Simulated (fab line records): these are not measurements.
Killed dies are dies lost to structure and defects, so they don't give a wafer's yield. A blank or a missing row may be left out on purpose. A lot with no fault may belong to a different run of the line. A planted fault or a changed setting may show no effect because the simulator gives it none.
Comparing a struck lot with a sound one || flow sky130 || 14 out of 708 route steps
Sound: wafers L790.1, L790.2, L790.5. Wafers L787.1, L787.4, L787.6 were the ones struck. The cause is given at the end.
Per side, at each step with rows, come the tool, then ch with its chambers, and then its first start. Under that, the readings that differ: sound wafers || struck wafers || difference of the means || sigmas: that difference in standard deviations of wafers without a fault.
alike: words and numbers the same on both sides, and readings whose means are apart by under 2 such deviations; not compared: readings that were withheld, readings missing a value for some wafer, numbers with overlapping values and no deviation given by the record, and bounds like >300 which may hide the same value.
Wherever a step has rows on one side only, a row that says differs or no value, or a row with sigmas, the two part there. Non-overlapping numbers with no deviation appear without sigmas and do not part them. A reading that every wafer of one side lacks parts them only if that side has two wafers or more.

first, 8 steps without rows for these wafers: SKY_POLY_CUT_DEHYDRATE_00 (time 60 s); SKY_POLY_CUT_HMDS_01 (prime time 60 s); SKY_POLY_CUT_COAT_02 (resist thk 60 nm); SKY_POLY_CUT_COAT_03 (resist thk 450 nm); SKY_POLY_CUT_SOFTBAKE_04 (time 90 s); SKY_POLY_CUT_EXPOSE_05 (exposes mask NPCM, target cd 270 nm); SKY_POLY_CUT_PEB_06; SKY_POLY_CUT_DEVELOP_07 (develop time 60 s).
SKY_POLY_CUT_CD_MEAS_08: the cd target is 270 nm.
  sound on cd_sem-01, day 29 18:14; struck on cd_sem-02, day 28 09:00
{"reading": "cd_nm (nm)", "sound": "271.2 272.0 271.4", "struck": "266.5 266.6 267.1", "difference": -4.8, "sigmas": -3}
SKY_POLY_CUT_OVL_MEAS_09:
  sound on overlay-02, day 29 18:22; struck on overlay-01, day 28 09:07
  alike: POLY_CUT_OVL
SKY_POLY_CUT_ETCH_10: etches BARC in N2/H2, stops on SiO2, time 45.9 s, target depth 60 nm.
  sound on rie_diel-04 ch 0,2, day 29 18:23; struck on rie_diel-01 ch 0,2,3, day 28 09:10
  alike: drypump_motor_current_A, oes_product_au, rf_fwd_power_W, throttle_valve_pct
  not compared: rf_hours_counter_h
SKY_POLY_CUT_ETCH_11: etches Si3N4 in CF4/CH2F2/Ar, stops on poly-Si, time 42.5 s, target depth 60 nm.
  sound on rie_diel-04 ch 0,2, day 29 18:26; struck on rie_diel-01 ch 0,2,3, day 28 09:12
  alike: ch2f2_flow_sccm, drypump_motor_current_A, oes_product_au, rf_fwd_power_W, throttle_valve_pct
  not compared: rf_hours_counter_h
SKY_POLY_CUT_STRIP_12: strips in O2/N2.
  sound on plasma_asher-03 ch 0,1, day 29 18:29; struck on plasma_asher-03 ch 0,1, day 28 09:14
  no value came back on the struck wafers for any of 5 readings (chamber_pressure_mTorr (mTorr), drypump_motor_current_A (A) and others); on the sound wafers chamber_pressure_mTorr (mTorr) reads 1501.3 1501.2 1500.1
{"reading": "model.KrF-thick_of_POLY_CUT_COAT_03.thk_nm (nm)", "sound": "0 0 0", "struck": "407.9 408.3 407.8", "difference": "+408.0", "sigmas": ""}
  not compared: rf_hours_counter_h
-- the record jumps here: 20 days lie between the struck wafers' starts before and after (it left off in module POLY_CUT and takes up again in module PAD_OPEN, whose first step shown is number 708 of the route) --
SKY_PAD_OPEN_PROBE_99:
  sound on prober-01, day 49 10:46; struck on prober-01, day 48 11:42
{"reading": "killed_at_front_end", "sound": "12 14 18", "struck": "412 412 430", "difference": "+403", "sigmas": "+96"}
{"reading": "killed_dies", "sound": "78 90 80", "struck": "492 492 492", "difference": "+409", "sigmas": "+47"}
{"reading": "killed_on_rim", "sound": "16 24 15", "struck": "96 96 96", "difference": "+78", "sigmas": "+21"}
  alike: killed_at_M0_to_M3, killed_at_M4_up, killed_at_contacts, killed_at_other, killed_open, killed_short

== WHERE THEY PART ==
Last at SKY_PAD_OPEN_PROBE_99 as far as this record goes, first at SKY_POLY_CUT_CD_MEAS_08.

WHY: the cause the simulator had injected
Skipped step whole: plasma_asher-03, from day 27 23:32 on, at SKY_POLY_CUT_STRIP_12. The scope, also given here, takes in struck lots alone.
